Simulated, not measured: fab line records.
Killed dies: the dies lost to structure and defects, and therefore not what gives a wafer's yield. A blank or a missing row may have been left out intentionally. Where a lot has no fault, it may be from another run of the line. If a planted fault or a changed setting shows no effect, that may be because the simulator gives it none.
fab line records ; flow sky130
record lots=6; wafers=18; last-day=49
route steps=708 shown VT_ADJUST_LVTN@104 VT_ADJUST_NCORE@119 PAD_OPEN@708
lots untouched by any fault: they come from a run of this same line in which no faults occurred
start-h: hours from the record's opening day to when the first of the lot's shown wafers began ; wait-h: hours from the lot's prior step to this one ; " repeats the value in the row above ; L1.1+2: a single row standing in for several wafers ; - no value present, or no start provided ; * or withheld: withheld ; < > ~ a bound
route shown NAME@n: a module of which the file shows steps, and the number in the route of the first ; usual: mean/standard deviation of fault-free wafers ; same: alike in all rows ; chamber/n: place in a boat ; sites: per-site readings ; _std_site: their standard deviation ; _edge_site: mean of outer sites minus mean of inner sites ; radius-mm: how far each site lies from the wafer's centre ; mask NAME#n: copy n ; behind: the tool/chamber that last shaped the wafer ; hold: reason for holding the lot/hours on hold/outcome of the hold ; device: which transistor (n, p or np) failed to switch ; end of line: the same wafers' tests at the end of the route ; a step without rows: its recipe alone ; killed: at the first sort, the dies lost to defects and structure; wafer yield is something else ; map: a wafer's dies, x killed, . not, _ none there
set.NAME: the run value of the setting; set.NAME@STEP: its run value at that earlier step ; model.NAME: the simulator's own value behind a step, which no gauge read
lots seen at some steps along the route; tables by step, rows by wafer
services: a tool's chamber out of use, with start hour (start-h, from the record's first day; less than 0 if before it), hours out, and reason
## steps
# step SKY_VT_ADJUST_LVTN_OVL_MEAS_07
# usual VT_ADJUST_LVTN_OVL=0.0/1.4
lot.wafer;tool;chamber;start-h;wait-h;VT_ADJUST_LVTN_OVL[nm]
L489.1;overlay-02;-;157.77;-;-1.8
L489.2;overlay-02;-;157.77;-;-1.4
L489.5;overlay-02;-;157.77;-;-1.1
L495.1;overlay-02;-;202.28;-;0.9
L495.3;overlay-02;-;202.28;-;-0.2
L495.5;overlay-02;-;202.28;-;2.2
L496.2;overlay-02;-;211.12;-;0.8
L496.3;overlay-02;-;211.12;-;-0.6
L496.5;overlay-02;-;211.12;-;1.1
L499.1;overlay-02;-;242.27;-;-2.4
L499.3;overlay-02;-;242.27;-;-1.7
L499.4;overlay-02;-;242.27;-;-0.1
L498.2;overlay-01;-;242.34;-;1.1
L498.4;overlay-01;-;242.34;-;2.7
L498.6;overlay-01;-;242.34;-;1.7
L507.4;overlay-02;-;280.53;-;-1.1
L507.5;overlay-02;-;280.53;-;0.2
L507.6;overlay-02;-;280.53;-;0.7
# step SKY_VT_ADJUST_LVTN_IMPLANT_08
# recipe species=B; energy-kev=30; dose-cm2=1.57e+12; tilt-deg=withheld
# step SKY_VT_ADJUST_LVTN_STRIP_09
# recipe chemistry=O2/N2; power-w=1400; pressure-mtorr=1500; platen-temp-c=withheld; o2-flow-sccm=3000; n2-flow-sccm=300; overash-fraction=0.5
# usual chamber-pressure-mTorr=1499.9/1.3; drypump-motor-current-A=6.0/0.31; oes-product-au=0.722/0.0042; strip-time-to-endpoint-s=36.95/0.083
lot.wafer;tool;chamber;start-h;wait-h;chamber-pressure-mTorr;drypump-motor-current-A;oes-product-au;rf-hours-counter-h;strip-time-to-endpoint-s
L489.1;plasma-asher-02;1;157.95;0.1;1499.0;5.6;0.727;4;36.99
L489.2;plasma-asher-02;0;157.95;0.1;1500.3;5.8;0.720;4;37.01
L489.5;plasma-asher-02;0;157.95;0.1;1501.7;5.8;0.719;-;36.88
L495.1;plasma-asher-03;1;202.47;0.1;1499.4;6.0;0.718;51;36.90
L495.3;plasma-asher-03;1;202.47;0.1;1499.3;6.0;0.723;-;37.00
L495.5;plasma-asher-03;0;202.47;0.1;1499.5;6.4;0.721;-;36.85
L496.2;plasma-asher-02;1;211.30;0.1;1498.1;5.6;0.719;9;36.96
L496.3;plasma-asher-02;0;211.30;0.1;1500.9;5.8;0.720;-;37.03
L496.5;plasma-asher-02;0;211.30;0.1;1500.4;5.8;0.725;-;36.91
L499.1;plasma-asher-02;1;242.45;0.1;1502.0;5.6;0.717;12;36.95
L499.3;plasma-asher-02;1;242.45;0.1;1502.0;5.6;0.720;-;37.00
L499.4;plasma-asher-02;0;242.45;0.1;1498.8;5.8;0.718;-;36.94
L498.2;plasma-asher-03;1;242.52;0.1;1501.2;6.0;0.724;55;37.03
L498.4;plasma-asher-03;0;242.52;0.1;1499.7;6.4;0.719;-;36.94
L498.6;plasma-asher-03;0;242.52;0.1;1499.1;6.4;0.723;-;36.96
L507.4;plasma-asher-02;1;280.74;0.1;1501.4;5.6;0.727;-;37.12
L507.5;plasma-asher-02;0;280.74;0.1;1501.5;5.8;0.727;-;37.09
L507.6;plasma-asher-02;1;280.74;0.1;1499.5;5.6;0.726;-;37.07
# step SKY_VT_ADJUST_LVTN_TW_MEAS_10
# usual VT_ADJUST_LVTN_TW=242.0/1.1
lot.wafer;tool;chamber;start-h;wait-h;VT_ADJUST_LVTN_TW
L489.1;film-metro-03;-;158.05;0.1;240.8
L489.2;film-metro-03;-;158.05;0.1;241.8
L489.5;film-metro-03;-;158.05;0.1;240.8
L495.1;film-metro-03;-;202.57;0.1;243.6
L495.3;film-metro-03;-;202.57;0.1;241.0
L495.5;film-metro-03;-;202.57;0.1;240.7
L496.2;film-metro-01;-;211.41;0.1;242.9
L496.3;film-metro-01;-;211.41;0.1;242.2
L496.5;film-metro-01;-;211.41;0.1;241.8
L499.1;film-metro-01;-;242.55;0.1;241.2
L499.3;film-metro-01;-;242.55;0.1;240.2
L499.4;film-metro-01;-;242.55;0.1;239.3
L498.2;film-metro-03;-;242.63;0.1;242.3
L498.4;film-metro-03;-;242.63;0.1;243.4
L498.6;film-metro-03;-;242.63;0.1;242.5
L507.4;film-metro-01;-;280.83;0.1;243.0
L507.5;film-metro-01;-;280.83;0.1;244.3
L507.6;film-metro-01;-;280.83;0.1;242.1
# step SKY_VT_ADJUST_LVTN_DEHYDRATE_11
# recipe temp-c=200; time-s=60
# step SKY_VT_ADJUST_LVTN_HMDS_12
# recipe prime-time-s=60; prime-temp-c=120
# step SKY_VT_ADJUST_LVTN_COAT_13
# recipe resist=NOVOLAK; spin-rpm=3000; resist-thk-nm=1140
# step SKY_VT_ADJUST_LVTN_SOFTBAKE_14
# recipe temp-c=90; time-s=60; resist=NOVOLAK
# step SKY_VT_ADJUST_LVTN_EXPOSE_15
# recipe mask-id=HVN_STD_DERIVED; na=0.6; source-shape=conventional; sigma-outer=0.6; polarization=unpolarized; target-cd-nm=600; dose-mj=163
# step SKY_VT_ADJUST_LVTN_PEB_16
# recipe temp-c=withheld; time-s=*; resist=NOVOLAK
# step SKY_VT_ADJUST_LVTN_DEVELOP_17
# recipe resist=NOVOLAK; developer=TMAH; develop-time-s=60; dev-temp-c=23
# step SKY_VT_ADJUST_LVTN_OVL_MEAS_18
# usual VT_ADJUST_LVTN_01_OVL=-0.6/1.5
lot.wafer;tool;chamber;start-h;wait-h;VT_ADJUST_LVTN_01_OVL[nm]
L489.1;overlay-01;-;178.11;0.1;-0.2
L489.2;overlay-01;-;178.11;0.1;0.3
L489.5;overlay-01;-;178.11;0.1;0.0
L495.1;overlay-01;-;224.67;0.1;-1.3
L495.3;overlay-01;-;224.67;0.1;-2.8
L495.5;overlay-01;-;224.67;0.1;-1.2
L496.2;overlay-01;-;234.04;0.1;0.0
L496.3;overlay-01;-;234.04;0.1;1.0
L496.5;overlay-01;-;234.04;0.1;0.8
L499.1;overlay-01;-;265.77;0.1;3.3
L499.3;overlay-01;-;265.77;0.1;1.7
L499.4;overlay-01;-;265.77;0.1;0.8
L498.2;overlay-02;-;265.99;0.1;-2.6
L498.4;overlay-02;-;265.99;0.1;-0.9
L498.6;overlay-02;-;265.99;0.1;0.5
L507.4;overlay-01;-;299.05;0.1;-2.7
L507.5;overlay-01;-;299.05;0.1;-2.4
L507.6;overlay-01;-;299.05;0.1;-1.2
# step SKY_VT_ADJUST_LVTN_IMPLANT_19
# recipe species=B; energy-kev=30; dose-cm2=6.5e+11; tilt-deg=withheld
# usual dose-ions-cm2=6.5e+11/6.9e+08; faraday-current-uA=3.66/0.077
lot.wafer;tool;chamber;start-h;wait-h;dose-ions-cm2;faraday-current-uA
L489.1;implanter-04;0;178.15;0.0;6.497e+11;3.73
L489.2;implanter-04;0;178.15;0.0;6.496e+11;3.60
L489.5;implanter-04;0;178.15;0.0;6.495e+11;3.61
L495.1;implanter-03;0;224.70;0.0;6.493e+11;3.75
L495.3;implanter-03;0;224.70;0.0;6.499e+11;3.65
L495.5;implanter-03;0;224.70;0.0;6.498e+11;3.66
L496.2;implanter-04;0;234.09;0.0;4.595e+11;2.39
L496.3;implanter-04;0;234.09;0.0;4.576e+11;2.64
L496.5;implanter-04;0;234.09;0.0;4.585e+11;2.64
L499.1;implanter-04;0;265.80;0.0;4.585e+11;2.50
L499.3;implanter-04;0;265.80;0.0;4.588e+11;2.66
L499.4;implanter-04;0;265.80;0.0;4.582e+11;2.60
L498.2;implanter-01;0;266.04;0.0;6.506e+11;3.62
L498.4;implanter-01;0;266.04;0.0;6.496e+11;3.82
L498.6;implanter-01;0;266.04;0.0;6.506e+11;3.74
L507.4;implanter-01;0;299.14;0.1;6.488e+11;3.59
L507.5;implanter-01;0;299.14;0.1;6.505e+11;3.63
L507.6;implanter-01;0;299.14;0.1;6.487e+11;3.71
# step SKY_VT_ADJUST_LVTN_STRIP_20
# recipe chemistry=O2/N2; power-w=1400; pressure-mtorr=1500; platen-temp-c=withheld; o2-flow-sccm=3000; n2-flow-sccm=300; overash-fraction=0.5
# usual chamber-pressure-mTorr=1500.2/1.3; drypump-motor-current-A=6.0/0.31; oes-product-au=0.715/0.0045; strip-time-to-endpoint-s=14.19/0.039
lot.wafer;tool;chamber;start-h;wait-h;chamber-pressure-mTorr;drypump-motor-current-A;oes-product-au;rf-hours-counter-h;strip-time-to-endpoint-s
L489.1;plasma-asher-01;0;178.30;0.1;1500.0;6.4;0.723;50;14.11
L489.2;plasma-asher-01;1;178.30;0.1;1499.8;5.9;0.712;50;14.15
L489.5;plasma-asher-01;0;178.30;0.1;1501.2;6.4;0.714;-;14.18
L495.1;plasma-asher-01;0;224.85;0.1;1498.7;6.4;0.720;55;14.15
L495.3;plasma-asher-01;0;224.85;0.1;1498.9;6.4;0.711;-;14.18
L495.5;plasma-asher-01;1;224.85;0.1;1498.5;5.9;0.719;-;14.15
L496.2;plasma-asher-01;0;234.22;0.1;1500.2;6.4;0.716;56;14.22
L496.3;plasma-asher-01;1;234.22;0.1;1499.9;5.9;0.716;-;14.19
L496.5;plasma-asher-01;0;234.22;0.1;1500.4;6.4;0.712;-;14.14
L499.1;plasma-asher-02;1;265.95;0.1;1501.6;5.6;0.715;15;14.12
L499.3;plasma-asher-02;0;265.95;0.1;1500.4;5.9;0.719;-;14.14
L499.4;plasma-asher-02;1;265.95;0.1;1500.5;5.6;0.721;-;14.16
L498.2;plasma-asher-03;0;266.17;0.1;1500.4;6.4;0.717;58;14.19
L498.4;plasma-asher-03;0;266.17;0.1;1501.5;6.4;0.713;-;14.19
L498.6;plasma-asher-03;1;266.17;0.1;1501.1;6.0;0.710;-;14.23
L507.4;plasma-asher-01;1;299.25;0.1;1498.6;5.9;0.713;-;14.17
L507.5;plasma-asher-01;0;299.25;0.1;1501.3;6.4;0.719;-;14.16
L507.6;plasma-asher-01;1;299.25;0.1;1497.3;5.9;0.713;-;14.19
# step SKY_VT_ADJUST_LVTN_TW_MEAS_21
# usual VT_ADJUST_LVTN_2_TW=188.6/0.81
lot.wafer;tool;chamber;start-h;wait-h;VT_ADJUST_LVTN_2_TW
L489.1;film-metro-02;-;178.40;0.1;188.5
L489.2;film-metro-02;-;178.40;0.1;188.4
L489.5;film-metro-02;-;178.40;0.1;189.1
L495.1;film-metro-03;-;224.95;0.1;188.1
L495.3;film-metro-03;-;224.95;0.1;188.0
L495.5;film-metro-03;-;224.95;0.1;188.5
L496.2;film-metro-03;-;234.33;0.1;170.6
L496.3;film-metro-03;-;234.33;0.1;171.4
L496.5;film-metro-03;-;234.33;0.1;171.5
L499.1;film-metro-02;-;266.05;0.1;172.0
L499.3;film-metro-02;-;266.05;0.1;172.0
L499.4;film-metro-02;-;266.05;0.1;171.7
L498.2;film-metro-03;-;266.28;0.1;186.7
L498.4;film-metro-03;-;266.28;0.1;187.5
L498.6;film-metro-03;-;266.28;0.1;186.2
L507.4;film-metro-02;-;299.35;0.1;188.7
L507.5;film-metro-02;-;299.35;0.1;188.0
L507.6;film-metro-02;-;299.35;0.1;189.0
# step SKY_VT_ADJUST_NCORE_DEHYDRATE_00
# recipe temp-c=200; time-s=60
# step SKY_PAD_OPEN_PROBE_99
# usual killed_at_M0_to_M3=44/7.1; killed_at_M4_up=3.3/1.8; killed-at-contacts=24/5.1; killed-at-front-end=16/4.7; killed-at-other=0.3/0.52; killed-dies=87/9.7; killed-open=47/6.8; killed-short=39/6.7
# same gross-dies=492; killed-at-back-side=0
lot.wafer;tool;chamber;start-h;wait-h;killed_at_M0_to_M3;killed_at_M4_up;killed-at-contacts;killed-at-front-end;killed-at-other;killed-dies;killed-open;killed-short;model.etest.res-pwell-under-gate.rs-ohm-sq;model.etest.nfet-g5v0d10v5.body-rise-v;model.etest.nfet_16v.body-rise-v;model.etest.nfet-g5v0d10v5.vt-sat-v;model.etest.nfet-g5v0d10v5.vt-v;model.etest.nfet_16v.vt-v;model.etest.nfet-g5v0d10v5.vt-long-v
L489.1;prober-02;-;1083.85;0.1;37;5;24;16;0;82;43;39;2282;0.6848;0.6769;0.7736;0.8314;0.7742;0.8194
L489.2;prober-02;-;1083.90;0.1;51;4;33;19;1;108;59;49;2279;0.6818;0.6727;0.7714;0.8268;0.7783;0.8232
L489.5;prober-02;-;1084.05;0.2;46;3;16;20;0;85;45;40;2297;0.678;0.6698;0.764;0.8199;0.7683;0.8125
L495.1;prober-02;-;1125.68;0.1;48;8;19;16;2;93;53;39;2266;0.6814;0.673;0.7675;0.8238;0.7675;0.8115
L495.3;prober-02;-;1125.78;0.2;48;4;21;9;0;82;44;37;2263;0.6825;0.6734;0.7735;0.8254;0.7675;0.8144
L495.5;prober-02;-;1125.88;0.2;50;5;30;14;0;99;62;36;2278;0.685;0.6751;0.7687;0.8258;0.7735;0.8171
L496.2;prober-01;-;1132.46;0.1;42;1;28;16;1;88;56;32;2322;0.6516;0.6426;0.7478;0.8137;0.7578;0.8041
L496.3;prober-01;-;1132.51;0.2;39;2;28;16;0;85;46;39;2304;0.6481;0.6396;0.7365;0.8021;0.7578;0.8023
L496.5;prober-01;-;1132.61;0.2;39;9;25;15;0;88;52;36;2306;0.6366;0.6293;0.7256;0.7939;0.7472;0.7924
L499.1;prober-01;-;1153.17;0.1;62;3;17;16;0;98;50;47;2318;0.6325;0.6252;0.7344;0.7974;0.741;0.7879
L499.3;prober-01;-;1153.27;0.2;50;2;21;11;0;84;49;35;2334;0.6311;0.6235;0.7251;0.7894;0.7382;0.783
L499.4;prober-01;-;1153.32;0.2;41;5;21;11;0;78;48;30;2322;0.6357;0.6283;0.7393;0.8031;0.751;0.7934
L498.2;prober-02;-;1155.50;0.1;43;1;22;15;0;81;47;32;2284;0.7044;0.6962;0.7838;0.8394;0.783;0.8295
L498.4;prober-02;-;1155.60;0.2;47;3;22;16;0;88;46;41;2298;0.6881;0.6803;0.7852;0.8392;0.7776;0.8223
L498.6;prober-02;-;1155.70;0.2;33;6;20;19;0;78;43;35;2296;0.6917;0.6829;0.7671;0.8188;0.7757;0.8183
L507.4;prober-02;-;1181.21;0.2;34;3;23;10;0;70;40;30;2290;0.6686;0.6606;0.7555;0.8141;0.7656;0.8068
L507.5;prober-02;-;1181.26;0.2;51;5;26;25;1;108;51;54;2302;0.6694;0.6602;0.7626;0.8236;0.7635;0.8097
L507.6;prober-02;-;1181.31;0.2;47;3;30;15;1;96;55;40;2310;0.6726;0.6633;0.7442;0.8069;0.7569;0.8022
# killed by level:class
L489.1 CONTACT:geometric-particle:open=8 CONTACT:geometric-particle:short=8 FIELD_ISO:geometric-particle:open=7 VIA1:geometric-particle:open=7 LI_CONTACT:geometric-particle:open=6 FIELD_ISO:geometric-particle:short=5 METAL1:geometric-particle:short=5 METAL2:geometric-particle:short=4
L489.2 LI_CONTACT:geometric-particle:open=12 CONTACT:geometric-particle:open=12 METAL2:geometric-particle:short=10 FIELD_ISO:geometric-particle:open=8 VIA1:geometric-particle:open=7 VIA2:geometric-particle:open=7 VIA3:geometric-particle:open=6 METAL1:geometric-particle:short=6
L489.5 VIA1:geometric-particle:open=9 VIA3:geometric-particle:open=7 FIELD_ISO:geometric-particle:open=6 FIELD_ISO:geometric-particle:short=6 CONTACT:geometric-particle:open=5 VIA2:geometric-particle:short=5 CONTACT:geometric-particle:short=4 METAL1:geometric-particle:open=4
L495.1 VIA1:geometric-particle:open=16 CONTACT:geometric-particle:open=10 METAL2:geometric-particle:short=8 VIA2:geometric-particle:open=7 POLY_GATE:geometric-particle:short=5 METAL4:geometric-particle:short=5 FIELD_ISO:geometric-particle:open=4 LOCAL_INTERCONNECT:geometric-particle:short=4
L495.3 CONTACT:geometric-particle:open=8 VIA2:geometric-particle:open=8 VIA1:geometric-particle:open=7 VIA3:geometric-particle:open=6 VIA1:geometric-particle:short=6 METAL2:geometric-particle:short=5 LOCAL_INTERCONNECT:geometric-particle:short=4 METAL1:geometric-particle:short=4
L495.5 VIA1:geometric-particle:open=21 CONTACT:geometric-particle:open=14 LI_CONTACT:geometric-particle:open=6 CONTACT:geometric-particle:short=5 VIA3:geometric-particle:open=5 FIELD_ISO:geometric-particle:short=4 METAL4:geometric-particle:short=4 SPACER:geometric-particle:open=4
L496.2 VIA1:geometric-particle:open=11 CONTACT:geometric-particle:open=10 VIA2:geometric-particle:open=9 VIA3:geometric-particle:open=9 LI_CONTACT:geometric-particle:open=8 POLY_GATE:geometric-particle:open=5 LOCAL_INTERCONNECT:geometric-particle:short=5 CONTACT:geometric-particle:short=5
L496.3 VIA1:geometric-particle:open=11 LOCAL_INTERCONNECT:geometric-particle:short=8 CONTACT:geometric-particle:open=7 LI_CONTACT:geometric-particle:open=6 POLY_GATE:geometric-particle:open=5 CONTACT:geometric-particle:short=5 VIA3:geometric-particle:open=5 VIA1:geometric-particle:short=4
L496.5 VIA1:geometric-particle:open=11 VIA3:geometric-particle:open=9 VIA2:geometric-particle:open=8 CONTACT:geometric-particle:short=7 LI_CONTACT:geometric-particle:open=6 CONTACT:geometric-particle:open=6 METAL4:geometric-particle:short=5 POLY_GATE:geometric-particle:open=4
L499.1 VIA1:geometric-particle:open=15 METAL1:geometric-particle:short=9 VIA2:geometric-particle:open=7 VIA1:geometric-particle:short=6 VIA3:geometric-particle:open=6 LI_CONTACT:geometric-particle:open=5 VIA3:geometric-particle:short=5 FIELD_ISO:geometric-particle:short=4
L499.3 VIA1:geometric-particle:open=16 VIA2:geometric-particle:open=9 LI_CONTACT:geometric-particle:open=6 VIA1:geometric-particle:short=6 LOCAL_INTERCONNECT:geometric-particle:short=5 CONTACT:geometric-particle:open=5 METAL2:geometric-particle:short=5 CONTACT:geometric-particle:short=4
L499.4 VIA1:geometric-particle:open=14 CONTACT:geometric-particle:open=7 VIA3:geometric-particle:open=6 CONTACT:geometric-particle:short=6 VIA3:geometric-particle:short=6 VIA1:geometric-particle:short=5 LI_CONTACT:geometric-particle:open=3 VIA2:geometric-particle:open=3
L498.2 VIA2:geometric-particle:open=9 CONTACT:geometric-particle:open=8 VIA1:geometric-particle:open=6 METAL2:geometric-particle:short=6 VIA3:geometric-particle:open=6 FIELD_ISO:geometric-particle:short=5 FIELD_ISO:geometric-particle:open=5 METAL1:geometric-particle:short=4
L498.4 VIA1:geometric-particle:open=10 METAL1:geometric-particle:short=9 CONTACT:geometric-particle:open=9 VIA2:geometric-particle:open=7 METAL2:geometric-particle:short=6 FIELD_ISO:geometric-particle:open=5 POLY_GATE:geometric-particle:short=5 VIA3:geometric-particle:open=5
L498.6 CONTACT:geometric-particle:open=9 FIELD_ISO:geometric-particle:short=7 LOCAL_INTERCONNECT:geometric-particle:short=6 FIELD_ISO:geometric-particle:open=5 VIA1:geometric-particle:open=5 METAL1:geometric-particle:short=4 VIA3:geometric-particle:short=4 POLY_GATE:geometric-particle:open=3
L507.4 CONTACT:geometric-particle:open=13 VIA1:geometric-particle:open=8 METAL2:geometric-particle:short=5 FIELD_ISO:geometric-particle:open=4 LI_CONTACT:geometric-particle:open=4 VIA2:geometric-particle:open=4 METAL3:geometric-particle:short=4 LOCAL_INTERCONNECT:geometric-particle:short=3
L507.5 CONTACT:geometric-particle:open=10 VIA1:geometric-particle:open=9 POLY_GATE:geometric-particle:short=7 POLY_GATE:geometric-particle:open=7 VIA2:geometric-particle:open=7 METAL2:geometric-particle:short=7 LOCAL_INTERCONNECT:geometric-particle:short=6 VIA1:geometric-particle:short=5
L507.6 LI_CONTACT:geometric-particle:open=11 CONTACT:geometric-particle:open=10 METAL2:geometric-particle:short=8 VIA2:geometric-particle:short=8 VIA1:geometric-particle:open=7 FIELD_ISO:geometric-particle:open=6 VIA2:geometric-particle:open=6 CONTACT:geometric-particle:short=4
## services
tool;chamber;start-h;hours;kind
implanter-03;-;141.82;4.9;pm
plasma-asher-01;-;167.51;2.8;pm
plasma-asher-02;-;179.24;2.8;pm
implanter-04;-;214.64;4.1;repair
implanter-04;-;250.16;0.9;repair
implanter-03;-;258.56;3.3;repair
## key
first-sign step=SKY_VT_ADJUST_LVTN_IMPLANT_19; reading=dose-ions-cm2; direction=down; sigmas=99+; usual=*; struck=*
effect step=SKY_VT_ADJUST_LVTN_IMPLANT_19; reading=faraday-current-uA; direction=down; sigmas=14; usual=3.66; struck=2.57
effect step=SKY_VT_ADJUST_LVTN_TW_MEAS_21; reading=VT_ADJUST_LVTN_2_TW; direction=down; sigmas=21; usual=188.6; struck=171.5
model-effect step=SKY_PAD_OPEN_PROBE_99; value=etest.res-pwell-under-gate.rs-ohm-sq; without=2282; struck=2318
met-at SKY_VT_ADJUST_LVTN_IMPLANT_19
struck-wafers L496.2,L496.3,L496.5,L499.1,L499.3,L499.4
tester-left-out L496,L499
onset-between 178.15 234.09
fault kind=process-parameter-drift; tool=implanter-04; chamber=-; onset-h=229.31; steps=SKY_VT_ADJUST_LVTN_IMPLANT_19; channel=dose-cm2; offset=*; shape=step; end-h=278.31; acts-in=*; stated=*
# tester-left-out: of these lots the tester's yield and bins aren't shown, on N5 and GAA mostly nor the transistor test; their killed dies are dies lost to structure and defects alone, not to doping, threshold or leakage, so they don't give the yield
